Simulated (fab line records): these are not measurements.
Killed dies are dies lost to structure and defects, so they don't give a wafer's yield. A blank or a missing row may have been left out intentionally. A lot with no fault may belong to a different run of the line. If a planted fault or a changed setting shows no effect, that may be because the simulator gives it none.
fab line records + flow sky130
record:
- lots: 5
- wafers: 15
- lastDay: 50
route steps=708 shown VT_ADJUST_HVTP@92 VT_ADJUST_LVTN@97
lots that met no fault: taken from a fault-free run of the same line
startH: hours from the record's first day to the start of the lot's first wafer shown + waitH: time in hours since the lot's previous step + " repeats the value in the row above + L1.1+2: a row that stands for several wafers + - no value, or no start given + * or withheld: withheld + < > ~ a bound
route shown NAME@n: a module of which the file shows steps, and the number in the route of the first + usual: average and standard deviation across the fault-free wafers + same: alike in all rows + chamber/n: place in a boat + sites: per-site readings + _std_site: the values' standard deviation + _edge_site: outer sites' mean less inner sites' + radiusMm: for every site, how far away it sits from the centre of the wafer + mask NAME#n: copy n + behind: the last tool/chamber to shape the wafer + hold: why the lot was held/for how many hours/how that ended + device: the transistor (n, p or np) that didn't switch + end of line: at the end of the route, the tests of the same wafers + a step with no rows: only its recipe + killed: at the first sort, the dies lost to defects and structure; wafer yield is something else + map: a wafer's dies, marking killed ones x, the rest . and places with no die _
set.NAME: the setting that was run; set.NAME@STEP: the one run at that earlier step + model.NAME: the simulator's own value behind a step, which no gauge read
lots seen at some steps along the route; tables by step, rows by wafer
services: when a tool's chamber went out of use (startH, in hours from the record's first day, below 0 if earlier), for how many hours, and the reason
== steps ==
step: SKY_VT_ADJUST_HVTP_CD_MEAS_07
recipe:
- targetCdNm: 380
usual:
- cdNm: 380.1/2.3
| lot.wafer | tool     | chamber | startH | waitH | cdNm  |
|-----------|----------|---------|--------|-------|-------|
| L075.2    | cdSem-02 | -       | 133.30 | 0.1   | 376.3 |
| L075.3    | "        | -       | "      | "     | 374.3 |
| L075.5    | "        | -       | "      | "     | 378.0 |
| L076.3    | cdSem-02 | -       | 140.58 | 0.1   | 380.0 |
| L076.4    | "        | -       | "      | "     | 376.7 |
| L076.6    | "        | -       | "      | "     | 378.7 |
| L083.1    | cdSem-02 | -       | 180.64 | 0.1   | 382.0 |
| L083.3    | "        | -       | "      | "     | 381.5 |
| L083.5    | "        | -       | "      | "     | 384.0 |
| L089.1    | cdSem-01 | -       | 223.28 | 0.1   | 379.4 |
| L089.2    | "        | -       | "      | "     | 380.6 |
| L089.6    | "        | -       | "      | "     | 377.1 |
| L096.2    | cdSem-02 | -       | 275.26 | 0.1   | 380.2 |
| L096.3    | "        | -       | "      | "     | 380.9 |
| L096.4    | "        | -       | "      | "     | 378.6 |
step: SKY_VT_ADJUST_HVTP_OVL_MEAS_08
usual:
- VT_ADJUST_HVTP_OVL: -0.9/1.2
| lot.wafer | tool       | chamber | startH | waitH | VT_ADJUST_HVTP_OVL[nm] |
|-----------|------------|---------|--------|-------|------------------------|
| L075.2    | overlay-01 | -       | 133.41 | 0.1   | -2.1                   |
| L075.3    | "          | -       | "      | "     | 0.6                    |
| L075.5    | "          | -       | "      | "     | -1.4                   |
| L076.3    | overlay-02 | -       | 140.67 | 0.1   | -1.3                   |
| L076.4    | "          | -       | "      | "     | -0.9                   |
| L076.6    | "          | -       | "      | "     | -0.8                   |
| L083.1    | overlay-01 | -       | 180.76 | 0.1   | 0.3                    |
| L083.3    | "          | -       | "      | "     | 1.6                    |
| L083.5    | "          | -       | "      | "     | 0.1                    |
| L089.1    | overlay-02 | -       | 223.40 | 0.1   | -1.0                   |
| L089.2    | "          | -       | "      | "     | -0.5                   |
| L089.6    | "          | -       | "      | "     | -4.4                   |
| L096.2    | overlay-02 | -       | 275.37 | 0.1   | -2.0                   |
| L096.3    | "          | -       | "      | "     | -1.6                   |
| L096.4    | "          | -       | "      | "     | -2.6                   |
step: SKY_VT_ADJUST_HVTP_IMPLANT_09
recipe:
- species: As
- energyKev: 150
- doseCm2: 4.3e+12
- tiltDeg: withheld
usual:
- beamEnergyKeV: 150.02/0.042
| lot.wafer | tool         | chamber | startH | waitH | beamEnergyKeV |
|-----------|--------------|---------|--------|-------|---------------|
| L075.2    | implanter-02 | 0       | 133.46 | 0.0   | 149.99        |
| L075.3    | "            | 0       | "      | "     | 150.01        |
| L075.5    | "            | 0       | "      | "     | 150.05        |
| L076.3    | implanter-03 | 0       | 140.75 | 0.1   | 150.04        |
| L076.4    | "            | 0       | "      | "     | 149.96        |
| L076.6    | "            | 0       | "      | "     | 150.07        |
| L083.1    | implanter-04 | 0       | 180.80 | 0.0   | 150.03        |
| L083.3    | "            | 0       | "      | "     | 150.07        |
| L083.5    | "            | 0       | "      | "     | 150.05        |
| L089.1    | implanter-02 | 0       | 223.44 | 0.0   | 149.97        |
| L089.2    | "            | 0       | "      | "     | 150.02        |
| L089.6    | "            | 0       | "      | "     | 149.99        |
| L096.2    | implanter-04 | 0       | 275.42 | 0.0   | 150.07        |
| L096.3    | "            | 0       | "      | "     | 150.05        |
| L096.4    | "            | 0       | "      | "     | 150.02        |
step: SKY_VT_ADJUST_HVTP_STRIP_10
recipe:
- chemistry: O2/N2
- powerW: 1400
- pressureMtorr: 1500
- platenTempC: withheld
- o2FlowSccm: 3000
- n2FlowSccm: 300
- overashFraction: 0.5
usual:
- drypumpMotorCurrentA: 5.9/0.31
- oesProductAu: 0.715/0.0045
- stripTimeToEndpointS: 14.19/0.045
| lot.wafer | tool           | chamber | startH | waitH | drypumpMotorCurrentA | oesProductAu | rfHoursCounterH | stripTimeToEndpointS |
|-----------|----------------|---------|--------|-------|----------------------|--------------|-----------------|----------------------|
| L075.2    | plasmaAsher-01 | 1       | 133.59 | 0.1   | 5.5                  | 0.716        | 44              | 14.20                |
| L075.3    | "              | 0       | "      | "     | 5.8                  | 0.719        | -               | 14.14                |
| L075.5    | "              | 0       | "      | "     | 5.8                  | 0.711        | -               | 14.18                |
| L076.3    | plasmaAsher-01 | 0       | 140.88 | 0.1   | 5.8                  | 0.709        | -               | 14.17                |
| L076.4    | "              | 1       | "      | "     | 5.5                  | 0.714        | -               | 14.17                |
| L076.6    | "              | 0       | "      | "     | 5.8                  | 0.714        | -               | 14.15                |
| L083.1    | plasmaAsher-04 | 1       | 180.95 | 0.1   | 6.1                  | 0.714        | 50              | 14.29                |
| L083.3    | "              | 1       | "      | "     | 6.1                  | 0.718        | -               | 14.25                |
| L083.5    | "              | 1       | "      | "     | 6.1                  | 0.710        | -               | 14.28                |
| L089.1    | plasmaAsher-02 | 1       | 223.59 | 0.1   | 6.4                  | 0.701        | 42              | 14.21                |
| L089.2    | "              | 0       | "      | "     | 6.1                  | 0.717        | 42              | 14.18                |
| L089.6    | "              | 1       | "      | "     | 6.3                  | 0.719        | -               | 14.23                |
| L096.2    | plasmaAsher-01 | 0       | 275.55 | 0.1   | 5.8                  | 0.705        | 59              | 14.20                |
| L096.3    | "              | 0       | "      | "     | 5.8                  | 0.718        | -               | 14.19                |
| L096.4    | "              | 1       | "      | "     | 5.5                  | 0.715        | -               | 14.16                |
step: SKY_VT_ADJUST_HVTP_TW_MEAS_11
usual:
- VT_ADJUST_HVTP_TW: 1342/7.3
| lot.wafer | tool         | chamber | startH | waitH | VT_ADJUST_HVTP_TW |
|-----------|--------------|---------|--------|-------|-------------------|
| L075.2    | filmMetro-02 | -       | 133.70 | 0.1   | 1342              |
| L075.3    | "            | -       | "      | "     | 1347              |
| L075.5    | "            | -       | "      | "     | 1354              |
| L076.3    | filmMetro-01 | -       | 140.97 | 0.1   | 1350              |
| L076.4    | "            | -       | "      | "     | 1352              |
| L076.6    | "            | -       | "      | "     | 1361              |
| L083.1    | filmMetro-02 | -       | 181.05 | 0.1   | 1341              |
| L083.3    | "            | -       | "      | "     | 1338              |
| L083.5    | "            | -       | "      | "     | 1347              |
| L089.1    | filmMetro-03 | -       | 223.69 | 0.1   | 1343              |
| L089.2    | "            | -       | "      | "     | 1337              |
| L089.6    | "            | -       | "      | "     | 1345              |
| L096.2    | filmMetro-01 | -       | 275.66 | 0.1   | 1349              |
| L096.3    | "            | -       | "      | "     | 1351              |
| L096.4    | "            | -       | "      | "     | 1343              |
step: SKY_VT_ADJUST_LVTN_DEHYDRATE_00
recipe:
- tempC: 200
- timeS: 60
usual:
- chillPlateTempC: 23.01/0.1
| lot.wafer | tool          | chamber | startH | waitH | chillPlateTempC |
|-----------|---------------|---------|--------|-------|-----------------|
| L075.2    | lithoTrack-02 | 0       | 142.76 | 9.1   | 23.19           |
| L075.3    | "             | 0       | "      | "     | 22.98           |
| L075.5    | "             | 0       | "      | "     | 22.99           |
| L076.3    | lithoTrack-02 | 0       | 150.54 | 9.6   | 23.05           |
| L076.4    | "             | 0       | "      | "     | 23.04           |
| L076.6    | "             | 0       | "      | "     | 23.05           |
| L083.1    | lithoTrack-02 | 0       | 191.49 | 10.4  | 23.04           |
| L083.3    | "             | 0       | "      | "     | 22.87           |
| L083.5    | "             | 0       | "      | "     | 22.96           |
| L089.1    | lithoTrack-04 | 0       | 234.54 | 10.8  | 22.96           |
| L089.2    | "             | 0       | "      | "     | 22.93           |
| L089.6    | "             | 0       | "      | "     | 23.01           |
| L096.2    | lithoTrack-04 | 0       | 287.42 | 11.7  | 23.14           |
| L096.3    | "             | 0       | "      | "     | 23.13           |
| L096.4    | "             | 0       | "      | "     | 23.21           |
step: SKY_VT_ADJUST_LVTN_HMDS_01
recipe:
- primeTimeS: 60
- primeTempC: 120
usual:
- chillPlateTempC: 23.00/0.089
| lot.wafer | tool          | chamber | startH | waitH | chillPlateTempC |
|-----------|---------------|---------|--------|-------|-----------------|
| L075.2    | lithoTrack-02 | 0       | 142.91 | 0.1   | 22.90           |
| L075.3    | "             | 0       | "      | "     | 22.93           |
| L075.5    | "             | 0       | "      | "     | 23.09           |
| L076.3    | lithoTrack-02 | 0       | 150.69 | 0.1   | 23.15           |
| L076.4    | "             | 0       | "      | "     | 23.05           |
| L076.6    | "             | 0       | "      | "     | 23.11           |
| L083.1    | lithoTrack-02 | 0       | 191.64 | 0.1   | 23.06           |
| L083.3    | "             | 0       | "      | "     | 23.00           |
| L083.5    | "             | 0       | "      | "     | 22.99           |
| L089.1    | lithoTrack-04 | 0       | 234.69 | 0.1   | 22.93           |
| L089.2    | "             | 0       | "      | "     | 23.10           |
| L089.6    | "             | 0       | "      | "     | 22.94           |
| L096.2    | lithoTrack-04 | 0       | 287.57 | 0.1   | 23.04           |
| L096.3    | "             | 0       | "      | "     | 22.97           |
| L096.4    | "             | 0       | "      | "     | 22.97           |
step: SKY_VT_ADJUST_LVTN_COAT_02
recipe:
- spinRpm: 2000
- resistThkNm: 3000
usual:
- chillPlateTempC: 23.02/0.11
| lot.wafer | tool          | chamber | startH | waitH | chillPlateTempC |
|-----------|---------------|---------|--------|-------|-----------------|
| L075.2    | lithoTrack-02 | 0       | 143.06 | 0.1   | 23.04           |
| L075.3    | "             | 0       | "      | "     | 22.97           |
| L075.5    | "             | 0       | "      | "     | 22.86           |
| L076.3    | lithoTrack-02 | 0       | 150.84 | 0.1   | 23.01           |
| L076.4    | "             | 0       | "      | "     | 22.99           |
| L076.6    | "             | 0       | "      | "     | 23.00           |
| L083.1    | lithoTrack-02 | 0       | 191.79 | 0.1   | 23.05           |
| L083.3    | "             | 0       | "      | "     | 22.94           |
| L083.5    | "             | 0       | "      | "     | 22.92           |
| L089.1    | lithoTrack-04 | 0       | 234.84 | 0.1   | 22.96           |
| L089.2    | "             | 0       | "      | "     | 22.96           |
| L089.6    | "             | 0       | "      | "     | 23.01           |
| L096.2    | lithoTrack-04 | 0       | 287.72 | 0.1   | 23.08           |
| L096.3    | "             | 0       | "      | "     | 23.10           |
| L096.4    | "             | 0       | "      | "     | 23.05           |
step: SKY_VT_ADJUST_LVTN_SOFTBAKE_03
recipe:
- tempC: 110
- timeS: withheld
usual:
- chillPlateTempC: 22.99/0.11
| lot.wafer | tool          | chamber | startH | waitH | chillPlateTempC |
|-----------|---------------|---------|--------|-------|-----------------|
| L075.2    | lithoTrack-02 | 0       | 143.22 | 0.1   | 23.00           |
| L075.3    | "             | 0       | "      | "     | 22.89           |
| L075.5    | "             | 0       | "      | "     | 22.75           |
| L076.3    | lithoTrack-02 | 0       | 151.01 | 0.1   | 22.83           |
| L076.4    | "             | 0       | "      | "     | 22.91           |
| L076.6    | "             | 0       | "      | "     | 22.95           |
| L083.1    | lithoTrack-02 | 0       | 191.94 | 0.1   | 22.89           |
| L083.3    | "             | 0       | "      | "     | 22.94           |
| L083.5    | "             | 0       | "      | "     | 22.85           |
| L089.1    | lithoTrack-04 | 0       | 234.99 | 0.1   | 22.78           |
| L089.2    | "             | 0       | "      | "     | 22.76           |
| L089.6    | "             | 0       | "      | "     | 23.11           |
| L096.2    | lithoTrack-04 | 0       | 287.88 | 0.1   | 23.04           |
| L096.3    | "             | 0       | "      | "     | 23.08           |
| L096.4    | "             | 0       | "      | "     | 22.98           |
step: SKY_VT_ADJUST_LVTN_EXPOSE_04
recipe:
- maskId: NWM_COMPLEMENT_LESS_NATIVE
- na: 0.6
- sourceShape: conventional
- sigmaOuter: 0.6
- polarization: unpolarized
- targetCdNm: 840
- doseMj: 194
| lot.wafer  | tool            | chamber | startH | waitH | mask                         |
|------------|-----------------|---------|--------|-------|------------------------------|
| L075.2+3+5 | ilineStepper-01 | 0       | -      | -     | NWM_COMPLEMENT_LESS_NATIVE#0 |
| L076.3+4+6 | ilineStepper-01 | 0       | -      | -     | NWM_COMPLEMENT_LESS_NATIVE#0 |
| L083.1+3+5 | ilineStepper-02 | 0       | -      | -     | NWM_COMPLEMENT_LESS_NATIVE#0 |
| L089.1+2+6 | ilineStepper-01 | 0       | -      | -     | NWM_COMPLEMENT_LESS_NATIVE#0 |
| L096.2+3+4 | ilineStepper-01 | 0       | -      | -     | NWM_COMPLEMENT_LESS_NATIVE#0 |
step: SKY_VT_ADJUST_LVTN_PEB_05
recipe:
- tempC: 115
- timeS: withheld
usual:
- chillPlateTempC: 23.01/0.098
| lot.wafer | tool          | chamber | startH | waitH | chillPlateTempC |
|-----------|---------------|---------|--------|-------|-----------------|
| L075.2    | lithoTrack-04 | 0       | -      | -     | 22.97           |
| L075.3    | "             | 0       | "      | "     | 22.95           |
| L075.5    | "             | 0       | "      | "     | 22.98           |
| L076.3    | lithoTrack-01 | 0       | -      | -     | 22.94           |
| L076.4    | "             | 0       | "      | "     | 23.06           |
| L076.6    | "             | 0       | "      | "     | 22.89           |
| L083.1    | lithoTrack-01 | 0       | -      | -     | 23.01           |
| L083.3    | "             | 0       | "      | "     | 22.84           |
| L083.5    | "             | 0       | "      | "     | 22.97           |
| L089.1    | lithoTrack-02 | 0       | -      | -     | 22.87           |
| L089.2    | "             | 0       | "      | "     | 22.89           |
| L089.6    | "             | 0       | "      | "     | 23.12           |
| L096.2    | lithoTrack-02 | 0       | -      | -     | 23.07           |
| L096.3    | "             | 0       | "      | "     | 23.00           |
| L096.4    | "             | 0       | "      | "     | 23.06           |
step: SKY_VT_ADJUST_LVTN_DEVELOP_06
recipe:
- wallAngleDeg: 90
- developer: TMAH
- developTimeS: 60
- devTempC: 23
usual:
- chillPlateTempC: 23.01/0.092
| lot.wafer | tool          | chamber | startH | waitH | chillPlateTempC |
|-----------|---------------|---------|--------|-------|-----------------|
| L075.2    | lithoTrack-04 | 0       | -      | -     | 22.97           |
| L075.3    | "             | 0       | "      | "     | 22.97           |
| L075.5    | "             | 0       | "      | "     | 23.16           |
| L076.3    | lithoTrack-01 | 0       | -      | -     | 23.03           |
| L076.4    | "             | 0       | "      | "     | 23.06           |
| L076.6    | "             | 0       | "      | "     | 23.06           |
| L083.1    | lithoTrack-01 | 0       | -      | -     | 22.87           |
| L083.3    | "             | 0       | "      | "     | 22.84           |
| L083.5    | "             | 0       | "      | "     | 22.81           |
| L089.1    | lithoTrack-02 | 0       | -      | -     | 22.92           |
| L089.2    | "             | 0       | "      | "     | 23.02           |
| L089.6    | "             | 0       | "      | "     | 23.03           |
| L096.2    | lithoTrack-02 | 0       | -      | -     | 23.14           |
| L096.3    | "             | 0       | "      | "     | 22.95           |
| L096.4    | "             | 0       | "      | "     | 22.94           |
step: SKY_VT_ADJUST_LVTN_OVL_MEAS_07
usual:
- VT_ADJUST_LVTN_OVL: -1.0/1.4
| lot.wafer | tool       | chamber | startH | waitH | VT_ADJUST_LVTN_OVL[nm] |
|-----------|------------|---------|--------|-------|------------------------|
| L075.2    | overlay-02 | -       | 153.35 | -     | 0.3                    |
| L075.3    | "          | -       | "      | "     | -2.1                   |
| L075.5    | "          | -       | "      | "     | -1.5                   |
| L076.3    | overlay-01 | -       | 160.47 | -     | 1.4                    |
| L076.4    | "          | -       | "      | "     | 1.1                    |
| L076.6    | "          | -       | "      | "     | 0.0                    |
| L083.1    | overlay-01 | -       | 204.00 | -     | 0.9                    |
| L083.3    | "          | -       | "      | "     | 2.6                    |
| L083.5    | "          | -       | "      | "     | 1.6                    |
| L089.1    | overlay-01 | -       | 246.24 | -     | 0.0                    |
| L089.2    | "          | -       | "      | "     | 0.8                    |
| L089.6    | "          | -       | "      | "     | -0.1                   |
| L096.2    | overlay-01 | -       | 300.40 | -     | -0.6                   |
| L096.3    | "          | -       | "      | "     | 0.3                    |
| L096.4    | "          | -       | "      | "     | 0.4                    |
step: SKY_VT_ADJUST_LVTN_IMPLANT_08
recipe:
- species: B
- energyKev: 30
- doseCm2: 1.57e+12
- tiltDeg: withheld
usual:
- beamEnergyKeV: 30.000/0.009
| lot.wafer | tool         | chamber | startH | waitH | beamEnergyKeV |
|-----------|--------------|---------|--------|-------|---------------|
| L075.2    | implanter-03 | 0       | 153.40 | 0.0   | 29.994        |
| L075.3    | "            | 0       | "      | "     | 30.000        |
| L075.5    | "            | 0       | "      | "     | 29.978        |
| L076.3    | implanter-03 | 0       | 160.54 | 0.1   | 30.009        |
| L076.4    | "            | 0       | "      | "     | 29.986        |
| L076.6    | "            | 0       | "      | "     | 30.006        |
| L083.1    | implanter-03 | 0       | 204.04 | 0.0   | 29.999        |
| L083.3    | "            | 0       | "      | "     | 29.993        |
| L083.5    | "            | 0       | "      | "     | 29.996        |
| L089.1    | implanter-03 | 0       | 246.28 | 0.0   | 30.012        |
| L089.2    | "            | 0       | "      | "     | 29.997        |
| L089.6    | "            | 0       | "      | "     | 29.999        |
| L096.2    | implanter-01 | 0       | 300.45 | 0.0   | 30.009        |
| L096.3    | "            | 0       | "      | "     | 30.018        |
| L096.4    | "            | 0       | "      | "     | 30.009        |
step: SKY_VT_ADJUST_LVTN_STRIP_09
recipe:
- chemistry: O2/N2
- powerW: 1400
- pressureMtorr: 1500
- platenTempC: withheld
- o2FlowSccm: 3000
- n2FlowSccm: 300
- overashFraction: 0.5
usual:
- drypumpMotorCurrentA: 6.08/0.22
- oesProductAu: 0.723/0.0043
- stripTimeToEndpointS: 36.92/0.088
| lot.wafer | tool           | chamber | startH | waitH | drypumpMotorCurrentA | oesProductAu | rfHoursCounterH | stripTimeToEndpointS |
|-----------|----------------|---------|--------|-------|----------------------|--------------|-----------------|----------------------|
| L075.2    | plasmaAsher-02 | 1       | 153.53 | 0.1   | 6.31                 | 0.726        | 35              | 36.87                |
| L075.3    | "              | 1       | "      | "     | 6.32                 | 0.713        | -               | 36.81                |
| L075.5    | "              | 1       | "      | "     | 6.31                 | 0.720        | -               | 36.80                |
| L076.3    | plasmaAsher-03 | 1       | 160.67 | 0.1   | 6.19                 | 0.722        | -               | 36.88                |
| L076.4    | "              | 0       | "      | "     | 5.72                 | 0.717        | -               | 36.96                |
| L076.6    | "              | 0       | "      | "     | 5.70                 | 0.724        | -               | 36.85                |
| L083.1    | plasmaAsher-03 | 1       | 204.19 | 0.1   | 6.20                 | 0.710        | 8               | 36.90                |
| L083.3    | "              | 0       | "      | "     | 5.70                 | 0.724        | -               | 36.88                |
| L083.5    | "              | 1       | "      | "     | 6.18                 | 0.730        | -               | 36.94                |
| L089.1    | plasmaAsher-03 | 0       | 246.43 | 0.1   | 5.69                 | 0.734        | 11              | 36.93                |
| L089.2    | "              | 1       | "      | "     | 6.19                 | 0.725        | 11              | 36.99                |
| L089.6    | "              | 1       | "      | "     | 6.17                 | 0.726        | -               | 36.93                |
| L096.2    | plasmaAsher-03 | 1       | 300.58 | 0.1   | 6.19                 | 0.725        | 17              | 36.96                |
| L096.3    | "              | 0       | "      | "     | 5.71                 | 0.719        | -               | 36.96                |
| L096.4    | "              | 1       | "      | "     | 6.19                 | 0.719        | -               | 36.98                |
step: SKY_VT_ADJUST_LVTN_TW_MEAS_10
usual:
- VT_ADJUST_LVTN_TW: 241.0/2.8
| lot.wafer | tool         | chamber | startH | waitH | VT_ADJUST_LVTN_TW |
|-----------|--------------|---------|--------|-------|-------------------|
| L075.2    | filmMetro-04 | -       | 153.64 | 0.1   | 242.7             |
| L075.3    | "            | -       | "      | "     | 245.5             |
| L075.5    | "            | -       | "      | "     | 244.9             |
| L076.3    | filmMetro-04 | -       | 160.76 | 0.1   | 244.7             |
| L076.4    | "            | -       | "      | "     | 244.5             |
| L076.6    | "            | -       | "      | "     | 244.6             |
| L083.1    | filmMetro-04 | -       | 204.29 | 0.1   | 242.4             |
| L083.3    | "            | -       | "      | "     | 242.2             |
| L083.5    | "            | -       | "      | "     | 243.2             |
| L089.1    | filmMetro-04 | -       | 246.53 | 0.1   | 242.7             |
| L089.2    | "            | -       | "      | "     | 245.3             |
| L089.6    | "            | -       | "      | "     | 244.9             |
| L096.2    | filmMetro-04 | -       | 300.69 | 0.1   | 245.1             |
| L096.3    | "            | -       | "      | "     | 245.6             |
| L096.4    | "            | -       | "      | "     | 244.7             |
step: SKY_VT_ADJUST_LVTN_DEHYDRATE_11
recipe:
- tempC: 200
- timeS: 60
usual:
- chillPlateTempC: 23.03/0.12
| lot.wafer | tool          | chamber | startH | waitH | chillPlateTempC |
|-----------|---------------|---------|--------|-------|-----------------|
| L075.2    | lithoTrack-04 | 0       | 162.57 | 8.9   | 23.22           |
| L075.3    | "             | 0       | "      | "     | 23.14           |
| L075.5    | "             | 0       | "      | "     | 23.12           |
| L076.3    | lithoTrack-01 | 0       | 168.90 | 8.1   | 22.84           |
| L076.4    | "             | 0       | "      | "     | 22.87           |
| L076.6    | "             | 0       | "      | "     | 22.82           |
| L083.1    | lithoTrack-04 | 0       | 214.84 | 10.5  | 23.04           |
| L083.3    | "             | 0       | "      | "     | 22.99           |
| L083.5    | "             | 0       | "      | "     | 22.87           |
| L089.1    | lithoTrack-04 | 0       | 258.09 | 11.6  | 23.01           |
| L089.2    | "             | 0       | "      | "     | 23.19           |
| L089.6    | "             | 0       | "      | "     | 22.87           |
| L096.2    | lithoTrack-02 | 0       | 313.41 | 12.7  | 22.91           |
| L096.3    | "             | 0       | "      | "     | 22.89           |
| L096.4    | "             | 0       | "      | "     | 22.87           |
step: SKY_VT_ADJUST_LVTN_HMDS_12
recipe:
- primeTimeS: 60
- primeTempC: 120
usual:
- chillPlateTempC: 23.03/0.099
| lot.wafer | tool          | chamber | startH | waitH | chillPlateTempC |
|-----------|---------------|---------|--------|-------|-----------------|
| L075.2    | lithoTrack-04 | 0       | 162.72 | 0.1   | 22.82           |
| L075.3    | "             | 0       | "      | "     | 22.93           |
| L075.5    | "             | 0       | "      | "     | 22.86           |
| L076.3    | lithoTrack-01 | 0       | 169.05 | 0.1   | 23.19           |
| L076.4    | "             | 0       | "      | "     | 23.11           |
| L076.6    | "             | 0       | "      | "     | 23.33           |
| L083.1    | lithoTrack-04 | 0       | 214.99 | 0.1   | 23.19           |
| L083.3    | "             | 0       | "      | "     | 22.97           |
| L083.5    | "             | 0       | "      | "     | 22.92           |
| L089.1    | lithoTrack-04 | 0       | 258.24 | 0.1   | 23.11           |
| L089.2    | "             | 0       | "      | "     | 23.03           |
| L089.6    | "             | 0       | "      | "     | 22.99           |
| L096.2    | lithoTrack-02 | 0       | 313.56 | 0.1   | 23.02           |
| L096.3    | "             | 0       | "      | "     | 22.95           |
| L096.4    | "             | 0       | "      | "     | 22.91           |
step: SKY_VT_ADJUST_LVTN_COAT_13
recipe:
- resist: NOVOLAK
- spinRpm: 3000
- resistThkNm: 1140
usual:
- chillPlateTempC: 22.99/0.11
| lot.wafer | tool          | chamber | startH | waitH | chillPlateTempC |
|-----------|---------------|---------|--------|-------|-----------------|
| L075.2    | lithoTrack-04 | 0       | 162.87 | 0.1   | 23.01           |
| L075.3    | "             | 0       | "      | "     | 23.03           |
| L075.5    | "             | 0       | "      | "     | 23.16           |
| L076.3    | lithoTrack-01 | 0       | 169.20 | 0.1   | 22.93           |
| L076.4    | "             | 0       | "      | "     | 22.80           |
| L076.6    | "             | 0       | "      | "     | 22.94           |
| L083.1    | lithoTrack-04 | 0       | 215.14 | 0.1   | 23.02           |
| L083.3    | "             | 0       | "      | "     | 23.08           |
| L083.5    | "             | 0       | "      | "     | 23.07           |
| L089.1    | lithoTrack-04 | 0       | 258.39 | 0.1   | 23.02           |
| L089.2    | "             | 0       | "      | "     | 23.07           |
| L089.6    | "             | 0       | "      | "     | 22.94           |
| L096.2    | lithoTrack-02 | 0       | 313.71 | 0.1   | 23.00           |
| L096.3    | "             | 0       | "      | "     | 23.08           |
| L096.4    | "             | 0       | "      | "     | 23.21           |
step: SKY_VT_ADJUST_LVTN_SOFTBAKE_14
recipe:
- tempC: 90
- timeS: 60
- resist: NOVOLAK
usual:
- chillPlateTempC: 23.03/0.089
| lot.wafer | tool          | chamber | startH | waitH | chillPlateTempC |
|-----------|---------------|---------|--------|-------|-----------------|
| L075.2    | lithoTrack-04 | 0       | 163.02 | 0.1   | 23.05           |
| L075.3    | "             | 0       | "      | "     | 23.13           |
| L075.5    | "             | 0       | "      | "     | 22.94           |
| L076.3    | lithoTrack-01 | 0       | 169.35 | 0.1   | 23.01           |
| L076.4    | "             | 0       | "      | "     | 23.03           |
| L076.6    | "             | 0       | "      | "     | 22.96           |
| L083.1    | lithoTrack-04 | 0       | 215.29 | 0.1   | 22.90           |
| L083.3    | "             | 0       | "      | "     | 22.95           |
| L083.5    | "             | 0       | "      | "     | 22.93           |
| L089.1    | lithoTrack-04 | 0       | 258.54 | 0.1   | 23.12           |
| L089.2    | "             | 0       | "      | "     | 23.02           |
| L089.6    | "             | 0       | "      | "     | 22.86           |
| L096.2    | lithoTrack-02 | 0       | 313.86 | 0.1   | 23.04           |
| L096.3    | "             | 0       | "      | "     | 23.11           |
| L096.4    | "             | 0       | "      | "     | 23.00           |
step: SKY_VT_ADJUST_LVTN_EXPOSE_15
recipe:
- maskId: HVN_STD_DERIVED
- na: 0.6
- sourceShape: conventional
- sigmaOuter: 0.6
- polarization: unpolarized
- targetCdNm: 600
- doseMj: 163
| lot.wafer  | tool            | chamber | startH | waitH | mask              |
|------------|-----------------|---------|--------|-------|-------------------|
| L075.2+3+5 | ilineStepper-02 | 0       | -      | -     | HVN_STD_DERIVED#0 |
| L076.3+4+6 | ilineStepper-02 | 0       | -      | -     | HVN_STD_DERIVED#0 |
| L083.1+3+5 | ilineStepper-01 | 0       | -      | -     | HVN_STD_DERIVED#0 |
| L089.1+2+6 | ilineStepper-01 | 0       | -      | -     | HVN_STD_DERIVED#0 |
| L096.2+3+4 | ilineStepper-01 | 0       | -      | -     | HVN_STD_DERIVED#0 |
== services ==
| tool            | chamber | startH | hours | kind                     |
|-----------------|---------|--------|-------|--------------------------|
| plasmaAsher-03  | 0       | 117.75 | -     | clean                    |
| plasmaAsher-03  | 1       | 117.75 | -     | clean                    |
| plasmaAsher-03  | -       | 125.19 | 7.4   | pm                       |
| implanter-04    | -       | 149.99 | 5.5   | repair                   |
| implanter-04    | -       | 161.93 | 5.4   | pm                       |
| ilineStepper-02 | -       | 188.99 | 1.7   | pm                       |
| ilineStepper-01 | 0       | 190.62 | -     | calibration              |
| plasmaAsher-04  | -       | 197.05 | 28.1  | pm                       |
| ilineStepper-02 | -       | 211.91 | 4.4   | pm                       |
| lithoTrack-02   | -       | 214.91 | -     | consumableReplace:filter |
| implanter-02    | -       | 215.14 | 4.4   | repair                   |
| ilineStepper-02 | -       | 220.33 | 14.3  | repair                   |
| plasmaAsher-03  | -       | 229.38 | 14.1  | repair                   |
| implanter-01    | -       | 235.98 | 5.3   | repair                   |
| ilineStepper-01 | -       | 241.71 | 12.3  | repair                   |
| implanter-04    | -       | 262.56 | 2.2   | repair                   |
| implanter-02    | -       | 287.55 | 4.4   | pm                       |
| implanter-03    | -       | 290.48 | 4.1   | pm                       |
| implanter-03    | -       | 295.43 | 5.0   | repair                   |
| ilineStepper-01 | -       | 301.31 | 1.7   | pm                       |
| implanter-02    | -       | 304.46 | 1.5   | repair                   |
| implanter-02    | -       | 307.87 | 5.8   | pm                       |
== key ==
fault none
